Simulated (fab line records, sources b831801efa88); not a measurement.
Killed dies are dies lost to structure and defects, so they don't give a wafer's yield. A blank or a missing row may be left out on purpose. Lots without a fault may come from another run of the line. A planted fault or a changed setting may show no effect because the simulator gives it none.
Tool commonality check | flow sky130 | 12 lots, 36 wafers sampled

WHY IT WAS OPENED
At SKY_NWELL_RS_MEAS_31 the reading PWDE_RS is flagged on 1 of 12 lots. Wafers without a fault read 5280 ohm/sq, standard deviation 22.
Rule: a lot is flagged when every wafer of it that has a number lies more than 4 standard deviations from that mean, or none has a number. The other lots count as sound.

lot  | measured     | on            | PWDE_RS (ohm/sq), wafer by wafer | flag
L441 | day 4 04:15  | film_metro-03 | 5283 5264 5289                   |
L442 | day 5 07:37  | film_metro-01 | 5287 5312 5282                   |
L449 | day 7 11:28  | film_metro-03 | 5561 5539 5560                   | FLAGGED
L452 | day 8 04:24  | film_metro-01 | 5285 5314 5285                   |
L455 | day 8 21:36  | film_metro-02 | 5282 5277 5283                   |
L456 | day 9 06:53  | film_metro-01 | 5297 5274 5270                   |
L459 | day 10 03:56 | film_metro-02 | 5251 5261 5257                   |
L460 | day 10 08:56 | film_metro-03 | 5256 5248 5256                   |
L461 | day 10 22:48 | film_metro-03 | 5268 5273 5290                   |
L463 | day 11 12:08 | film_metro-01 | 5291 5300 5291                   |
L462 | day 11 12:58 | film_metro-03 | 5260 5234 5251                   |
L464 | day 11 22:57 | film_metro-03 | 5310 5316 5306                   |
The numbers of the flagged lots are 5553 ohm/sq on average: +273 ohm/sq against the usual, or +12 standard deviations.

WHICH TOOL RAN EACH LOT
The record holds 1 process step before the reading, out of a route of 708 steps. In each cell: the tool, then ch and the chambers that the sampled wafers went through, then the start.
lot  | flag    | SKY_PWDE_IMPLANT_08
L441 |         | implanter-02 ch 0, day 2 18:03
L442 |         | implanter-04 ch 0, day 3 19:46
L449 | FLAGGED | implanter-02 ch 0, day 5 18:50
L452 |         | implanter-03 ch 0, day 6 12:13
L455 |         | implanter-03 ch 0, day 7 02:47
L456 |         | implanter-03 ch 0, day 7 11:58
L459 |         | implanter-03 ch 0, day 8 06:26
L460 |         | implanter-02 ch 0, day 8 10:45
L461 |         | implanter-04 ch 0, day 8 23:51
L463 |         | implanter-02 ch 0, day 9 12:29
L462 |         | implanter-04 ch 0, day 9 13:10
L464 |         | implanter-02 ch 0, day 9 21:08
What these steps do:
- SKY_PWDE_IMPLANT_08
- SKY_NWELL_RS_MEAS_31: measures by four-point-probe.

FLAGGED OVER TOTAL, TOOL BY TOOL (the gauges that took the reading come last)
step                 | tool          | lots run | flagged | share of the flagged lots | sound lots run after its first flagged lot
SKY_PWDE_IMPLANT_08  | implanter-02  | 5        | 1       | all                       | 3 (L460,L463,L464)
SKY_PWDE_IMPLANT_08  | implanter-03  | 4        | 0       | none                      | -
SKY_PWDE_IMPLANT_08  | implanter-04  | 3        | 0       | none                      | -
SKY_NWELL_RS_MEAS_31 | film_metro-01 | 4        | 0       | none                      | -
SKY_NWELL_RS_MEAS_31 | film_metro-02 | 2        | 0       | none                      | -
SKY_NWELL_RS_MEAS_31 | film_metro-03 | 6        | 1       | all                       | 4 (L460,L461,L462,L464)

WHAT THE TABLE ALLOWS
2 rows of the table ran every flagged lot: implanter-02 at SKY_PWDE_IMPLANT_08, film_metro-03 at SKY_NWELL_RS_MEAS_31.
- implanter-02 at SKY_PWDE_IMPLANT_08: 1 of its 5 lots flagged. Sound lots ran on it after the first flagged one (L460, L463, L464), which a lasting fault on the whole tool wouldn't allow.
- film_metro-03 at SKY_NWELL_RS_MEAS_31: 1 of its 6 lots flagged. Sound lots ran on it after the first flagged one (L460, L461, L462, L464), which a lasting fault on the whole tool wouldn't allow.
No row of the table ran every flagged lot and no sound lot after the first.

WHAT THE SIMULATOR HAD PUT IN
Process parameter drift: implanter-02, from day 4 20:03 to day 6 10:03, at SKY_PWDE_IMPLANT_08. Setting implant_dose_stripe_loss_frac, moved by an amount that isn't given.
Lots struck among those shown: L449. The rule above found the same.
